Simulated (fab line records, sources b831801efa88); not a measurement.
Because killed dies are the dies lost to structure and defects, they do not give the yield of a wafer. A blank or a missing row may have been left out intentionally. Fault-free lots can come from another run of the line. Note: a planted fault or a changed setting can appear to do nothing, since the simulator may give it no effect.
Problem report, 8D (eight disciplines) form, completed by code    flow sfq line    the parts of the form that need people (team, actions taken, sign-off) are left out

== 1. THE ISSUE ==
At SFQ_TRILAYER_R5_LITHO_EXPOSE_137, exposure dose mJ cm2 averages 13.503 over 9 wafers from 3 lots, while fault-free wafers read 14.402, standard deviation 0.015. Measured from the usual mean, that is -60 standard deviations.
The step: exposes mask R5, target cd 500 nm.
Earliest sighting: wafer L443.1 on krf scanner-02 at day 71 03:28. Wafers with a number at this step in the record: 21, from 7 lots. Rule for "out" (also "out of limits"): further than 4 standard deviations from the usual mean. Any other wafer with a number is counted as sound.

== 2. WHAT IT IS, WHAT IT ISN'T ==
question                     is                      is not
which readings at this step  exposure dose mJ cm2    -
which lots                   L443, L444, L445        L440, L441, L454, L460
which wafers of those lots   all that have a number  -
read on which tools          krf scanner-02          krf scanner-01
when                         from day 71 03:28       up to then (6 sound wafers); but 6 sound wafers of L454, L460 came after

== 3. THE SUSPECTS, EACH WITH WHAT RULES IT OUT ==
Counting: a tool stays on the suspect list if, at a process step up to the reading, it processed all lots that are out and no sound lot following the first of them.
- cmp-01 at SFQ_TRILAYER_A5B_CMP_CMP_130 (polishes, stops on Nb, target thk 340.7 nm): ruled out as a lasting fault. The sound lots L454, L460 went through it after L443, its earliest lot that is out (day 70 22:45).
- krf scanner-02 at SFQ_TRILAYER_R5_LITHO_EXPOSE_137 (exposes mask R5, target cd 500 nm): kept. It ran every lot that is out, first L443 (day 71 03:28), and no sound lot after that; its last sound lot up to then is L441 (day 70 06:36). Its own exposure dose mJ cm2 readings are out on those wafers.
The count leaves krf scanner-02 at SFQ_TRILAYER_R5_LITHO_EXPOSE_137.

== 4. THE CAUSE (what the simulator had put in) ==
Process parameters drifting: krf scanner-02 at SFQ_TRILAYER_R5_LITHO_EXPOSE_137, beginning at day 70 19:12. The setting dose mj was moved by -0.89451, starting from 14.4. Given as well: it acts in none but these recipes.
The count eliminated every tool but this one.

== 5. THE CHAIN OF EFFECTS, in route order ==
One row per reading whose mean, taken over the struck wafers that have a number, lies over 3 standard deviations from the usual. Only readings whose record carries a usual standard deviation are examined. hours: median over the lots of the time between each lot's start at the first step of this table that gives one and its start at this step. sigmas: the change, counted in usual standard deviations.
hours  step                              reading               usual   on struck wafers  change  sigmas
0      SFQ_TRILAYER_R5_LITHO_EXPOSE_137  exposure dose mJ cm2  14.402  13.503            -0.899  -60
It contains these process steps:
- SFQ_TRILAYER_R5_LITHO_EXPOSE_137: exposes mask R5, target cd 500 nm.
At these later measuring or inspecting steps, every struck wafer for which the step has a row has a number for every such reading, and none has moved that far: SFQ_R5_OVL_MEAS_935.

== 6. HOW IT WOULD HAVE BEEN CAUGHT EARLIER ==
In this record no reading fell out of limits until day 71 03:28, 8 hours after the fault had begun at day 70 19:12.
